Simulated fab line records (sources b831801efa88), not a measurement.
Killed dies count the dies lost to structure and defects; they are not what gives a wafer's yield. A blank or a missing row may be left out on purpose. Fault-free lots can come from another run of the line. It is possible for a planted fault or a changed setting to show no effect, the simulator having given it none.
What tool caused it? + flow sky130 + 29 wafers from 10 lots sampled at 6 of the route's 708 steps

== WHAT EACH GAUGE READ, for each wafer ==
SKY_CAP2M_RS_MEAS_03: measurement is done with a four-point probe. Usual: CAP2M_TIN_RS typically reads 6.94 ohm/sq, with standard deviation 0.081.
| lot  | measured     | on            | CAP2M_TIN_RS (ohm/sq) | flag |
|------|--------------|---------------|-----------------------|------|
| L814 | day 39 19:29 | film metro-02 | 7.01 7.04 7.04        |      |
| L816 | day 40 22:31 | film metro-01 | 6.97 6.94 6.98        |      |
| L818 | day 41 12:07 | film metro-01 | 6.87 6.98 6.97        |      |
| L819 | day 41 19:18 | film metro-02 | 6.62 6.61             | OFF  |
| L820 | day 42 09:31 | film metro-02 | 6.90 6.85 6.90        |      |
| L821 | day 42 10:57 | film metro-01 | 6.70 6.92 6.85        |      |
| L824 | day 43 04:32 | film metro-03 | 6.65 6.66 6.61        | OFF  |
| L834 | day 45 16:32 | film metro-03 | 6.87 6.95 6.94        |      |
| L833 | day 45 20:43 | film metro-03 | 6.98 6.92 6.88        |      |
| L835 | day 46 03:38 | film metro-02 | 6.94 6.89 6.78        |      |

SKY_CAP2M_THK_MEAS_04: measures by xrf. Usual: CAP2M_TIN_THK typically reads 200.5 nm, with standard deviation 2.6.
| lot  | measured     | on            | CAP2M_TIN_THK (nm) | flag |
|------|--------------|---------------|--------------------|------|
| L814 | day 39 19:36 | film metro-02 | 198.8 197.5 198.0  |      |
| L816 | day 40 22:38 | film metro-01 | 200.7 201.0 199.9  |      |
| L818 | day 41 12:13 | film metro-01 | 203.7 199.8 201.1  |      |
| L819 | day 41 19:24 | film metro-02 | 209.1 209.8        | OFF  |
| L820 | day 42 09:38 | film metro-02 | 200.8 200.5 200.3  |      |
| L821 | day 42 11:04 | film metro-01 | 209.0 203.1 205.2  |      |
| L824 | day 43 04:40 | film metro-03 | 211.0 210.2 211.1  | OFF  |
| L834 | day 45 16:39 | film metro-03 | 204.0 200.8 200.7  |      |
| L833 | day 45 20:50 | film metro-03 | 199.8 200.4 202.2  |      |
| L835 | day 46 03:45 | film metro-02 | 198.2 200.0 203.2  |      |

== WHICH TOOL RAN EACH LOT (tool, then ch and the chambers of the sampled wafers, then the start) ==
| lot  | SKY_VIA3_ETCH_15                   | SKY_VIA3_SPUTTER_20          | SKY_VIA3_CVD_21               | SKY_CAP2M_SPUTTER_02         |
|------|------------------------------------|------------------------------|-------------------------------|------------------------------|
| L814 | rie diel-03 ch 0,2,3, day 39 17:47 | pvd sputter-01, day 39 18:28 | cvd w-02 ch 0,1, day 39 18:32 | pvd sputter-02, day 39 19:22 |
| L816 | rie diel-03 ch 1,3, day 40 20:51   | pvd sputter-02, day 40 21:30 | cvd w-02 ch 0,1, day 40 21:34 | pvd sputter-02, day 40 22:24 |
| L818 | rie diel-02 ch 0,2, day 41 09:56   | pvd sputter-01, day 41 10:56 | cvd w-01 ch 0,1, day 41 11:02 | pvd sputter-01, day 41 11:58 |
| L819 | rie diel-02 ch 2,3, day 41 16:26   | pvd sputter-02, day 41 17:08 | cvd w-01 ch 0,1, day 41 17:14 | pvd sputter-02, day 41 19:09 |
| L820 | rie diel-02 ch 0,1, day 42 07:28   | pvd sputter-02, day 42 08:14 | cvd w-01 ch 0,1, day 42 08:17 | pvd sputter-01, day 42 09:24 |
| L821 | rie diel-03 ch 1,2,3, day 42 09:17 | pvd sputter-04, day 42 09:56 | cvd w-02 ch 0,1, day 42 10:00 | pvd sputter-01, day 42 10:50 |
| L824 | rie diel-02 ch 2,3, day 43 02:50   | pvd sputter-04, day 43 03:32 | cvd w-02 ch 0,1, day 43 03:35 | pvd sputter-02, day 43 04:26 |
| L834 | rie diel-02 ch 0,2,3, day 45 14:46 | pvd sputter-01, day 45 15:25 | cvd w-01 ch 0,1, day 45 15:29 | pvd sputter-02, day 45 16:25 |
| L833 | rie diel-02 ch 2,3, day 45 19:02   | pvd sputter-02, day 45 19:42 | cvd w-02 ch 1, day 45 19:46   | pvd sputter-01, day 45 20:36 |
| L835 | rie diel-01 ch 1,2,3, day 46 01:56 | pvd sputter-02, day 46 02:37 | cvd w-02 ch 0,1, day 46 02:41 | pvd sputter-02, day 46 03:31 |
- SKY_VIA3_ETCH_15: etches SiO2 in C4F8/O2/Ar, stops on TiN, target depth 507 nm, time 78 s.
- SKY_VIA3_SPUTTER_20: material TiN, target thk 20 nm, time 80 s.
- SKY_VIA3_CVD_21: deposits W, target thk 390 nm, time 117.31 s.
- SKY_CAP2M_SPUTTER_02: material TiN, target thk 200 nm, time 166.7 s.

== WHAT THE TOOLS THEMSELVES READ (means of the sampled wafers that have a number; where no wafer has one, the mark that the record gives instead) ==
SKY_VIA3_ETCH_15. Usual: bias w 1200 W, standard deviation 3.6; oes product au 0.945 a.u., standard deviation 0.0046.
| lot  | tool        | bias w (W) | oes product au (a.u.) | flag |
|------|-------------|------------|-----------------------|------|
| L814 | rie diel-03 | 1201       | 0.941                 |      |
| L816 | rie diel-03 | 1201       | 0.945                 |      |
| L818 | rie diel-02 | 1200       | 0.947                 |      |
| L819 | rie diel-02 | 1192       | 0.948                 |      |
| L820 | rie diel-02 | 1201       | 0.946                 |      |
| L821 | rie diel-03 | 1201       | 0.944                 |      |
| L824 | rie diel-02 | 1203       | 0.949                 |      |
| L834 | rie diel-02 | 1199       | 0.942                 |      |
| L833 | rie diel-02 | 1203       | 0.947                 |      |
| L835 | rie diel-01 | 1198       | 0.950                 |      |

SKY_VIA3_SPUTTER_20. Usual: throttle valve pct at 30.1 %, with a standard deviation of 0.7.
| lot  | tool           | throttle valve pct (%) | flag |
|------|----------------|------------------------|------|
| L814 | pvd sputter-01 | 31.3                   |      |
| L816 | pvd sputter-02 | 29.8                   |      |
| L818 | pvd sputter-01 | 30.0                   |      |
| L819 | pvd sputter-02 | 30.4                   |      |
| L820 | pvd sputter-02 | 30.2                   |      |
| L821 | pvd sputter-04 | 29.8                   |      |
| L824 | pvd sputter-04 | 29.1                   |      |
| L834 | pvd sputter-01 | 30.1                   |      |
| L833 | pvd sputter-02 | 29.9                   |      |
| L835 | pvd sputter-02 | 30.0                   |      |

SKY_VIA3_CVD_21. Usual: heater power w at 893 W, with a standard deviation of 60.
| lot  | tool     | heater power w (W) | flag |
|------|----------|--------------------|------|
| L814 | cvd w-02 | 933                |      |
| L816 | cvd w-02 | 928                |      |
| L818 | cvd w-01 | 806                |      |
| L819 | cvd w-01 | 843                |      |
| L820 | cvd w-01 | 835                |      |
| L821 | cvd w-02 | 928                |      |
| L824 | cvd w-02 | 928                |      |
| L834 | cvd w-01 | 820                |      |
| L833 | cvd w-02 | 957                |      |
| L835 | cvd w-02 | 945                |      |

SKY_CAP2M_SPUTTER_02. Usual: throttle valve pct at 30.1 %, with a standard deviation of 0.75.
| lot  | tool           | throttle valve pct (%) | flag |
|------|----------------|------------------------|------|
| L814 | pvd sputter-02 | 30.1                   |      |
| L816 | pvd sputter-02 | 29.9                   |      |
| L818 | pvd sputter-01 | 30.6                   |      |
| L819 | pvd sputter-02 | 29.9                   |      |
| L820 | pvd sputter-01 | 29.9                   |      |
| L821 | pvd sputter-01 | 29.7                   |      |
| L824 | pvd sputter-02 | 30.0                   |      |
| L834 | pvd sputter-02 | 30.2                   |      |
| L833 | pvd sputter-01 | 30.4                   |      |
| L835 | pvd sputter-02 | 30.5                   |      |

== THE ANSWER, worked out from the rows above alone ==
Rule: lot off if the mean of its wafers having a number is beyond 3 standard deviations from the usual mean. A lot without any number at a reading at which 4 lots or more have one is off too. Where the step has rows for the other lots, those lots are counted as sound. The gauges are gone through in route order, then the tools' own readings, and for those a lot's mean is taken as printed above. At the first step where some lot is off, the reading lying furthest off is the one used; lots without a number count as furthest.
Off: at SKY_CAP2M_RS_MEAS_03 (CAP2M_TIN_RS), L819, L824.
If a tool, at a process step before that reading, ran all the lots that are off and no sound lot after the first of them, it fits. Gauges at SKY_CAP2M_RS_MEAS_03: tried the same way as those tools. None of those tried fits.

== WHAT HAD BEEN PUT IN BY THE SIMULATOR ==
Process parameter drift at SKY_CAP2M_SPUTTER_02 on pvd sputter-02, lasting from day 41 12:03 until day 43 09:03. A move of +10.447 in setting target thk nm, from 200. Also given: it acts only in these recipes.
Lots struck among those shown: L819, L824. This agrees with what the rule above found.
